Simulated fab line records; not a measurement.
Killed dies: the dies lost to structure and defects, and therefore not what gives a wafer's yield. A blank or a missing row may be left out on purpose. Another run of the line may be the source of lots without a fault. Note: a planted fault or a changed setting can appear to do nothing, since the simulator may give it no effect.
Chamber matching / flow sky130 / SKY_CONTACT_CVD_00 on pecvd-03: 3 sister chambers
The step deposits Si3N4, target thk 75 nm. 20 wafers are shown with their chamber, then 10 later ones without.

## EACH WAFER AND ITS CHAMBER
wafer=L074.1; chamber=0; heater_power_w (W)=775
wafer=L074.5; chamber=0; heater_power_w (W)=774
wafer=L074.6; chamber=2; heater_power_w (W)=698
wafer=L076.2; chamber=0; heater_power_w (W)=803
wafer=L076.3; chamber=2; heater_power_w (W)=658
wafer=L076.4; chamber=0; heater_power_w (W)=827
wafer=L079.1; chamber=2; heater_power_w (W)=579
wafer=L079.2; chamber=1; heater_power_w (W)=739
wafer=L079.3; chamber=0; heater_power_w (W)=842
wafer=L079.4; chamber=2; heater_power_w (W)=608
wafer=L079.5; chamber=0; heater_power_w (W)=851
wafer=L079.6; chamber=1; heater_power_w (W)=754
wafer=L081.4; chamber=1; heater_power_w (W)=747
wafer=L081.5; chamber=2; heater_power_w (W)=650
wafer=L081.6; chamber=0; heater_power_w (W)=690
wafer=L083.1; chamber=0; heater_power_w (W)=736
wafer=L083.2; chamber=2; heater_power_w (W)=646
wafer=L083.6; chamber=0; heater_power_w (W)=753
wafer=L087.1; chamber=1; heater_power_w (W)=831
wafer=L087.3; chamber=2; heater_power_w (W)=668

SIGNATURES (averages over the wafers above)
reading=heater_power_w; chamber 0=783.44; chamber 1=767.75; chamber 2=643.86; scatter within a chamber=46.7
Rule: a wafer's distance from a chamber is the root of the sum, over the readings, of the square of ((its reading less the chamber's mean) divided by the reading's scatter). If the next closest chamber is less than 2 further off than the closest, the wafer can't be placed; otherwise it belongs to the closest. How the scatter is found: for the shown wafers, subtract from each reading the mean of its chamber, square and add these, divide the total by (wafers less chambers), then take the root.

## WAFERS WITH NO CHAMBER GIVEN
wafer=L087.6; heater_power_w (W)=826
wafer=L090.1; heater_power_w (W)=777
wafer=L090.2; heater_power_w (W)=815
wafer=L090.3; heater_power_w (W)=660
wafer=L090.4; heater_power_w (W)=785
wafer=L090.5; heater_power_w (W)=651
wafer=L090.6; heater_power_w (W)=841
wafer=L093.1; heater_power_w (W)=744
wafer=L093.3; heater_power_w (W)=811
wafer=L093.5; heater_power_w (W)=700

## EACH ONE'S CHAMBER
wafer=L087.6; from the rows above=can't be placed: 0 or 1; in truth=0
wafer=L090.1; from the rows above=can't be placed: 0 or 1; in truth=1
wafer=L090.2; from the rows above=can't be placed: 0 or 1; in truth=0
wafer=L090.3; from the rows above=can't be placed: 2 or 1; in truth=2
wafer=L090.4; from the rows above=can't be placed: 0 or 1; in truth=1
wafer=L090.5; from the rows above=2; in truth=2
wafer=L090.6; from the rows above=can't be placed: 0 or 1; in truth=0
wafer=L093.1; from the rows above=can't be placed: 1 or 0 or 2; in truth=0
wafer=L093.3; from the rows above=can't be placed: 0 or 1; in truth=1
wafer=L093.5; from the rows above=can't be placed: 2 or 1 or 0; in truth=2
1 of 10 placed correctly. Not placeable from these rows: 9 (in 9, the candidates include the true chamber). Number placed wrongly: 0.
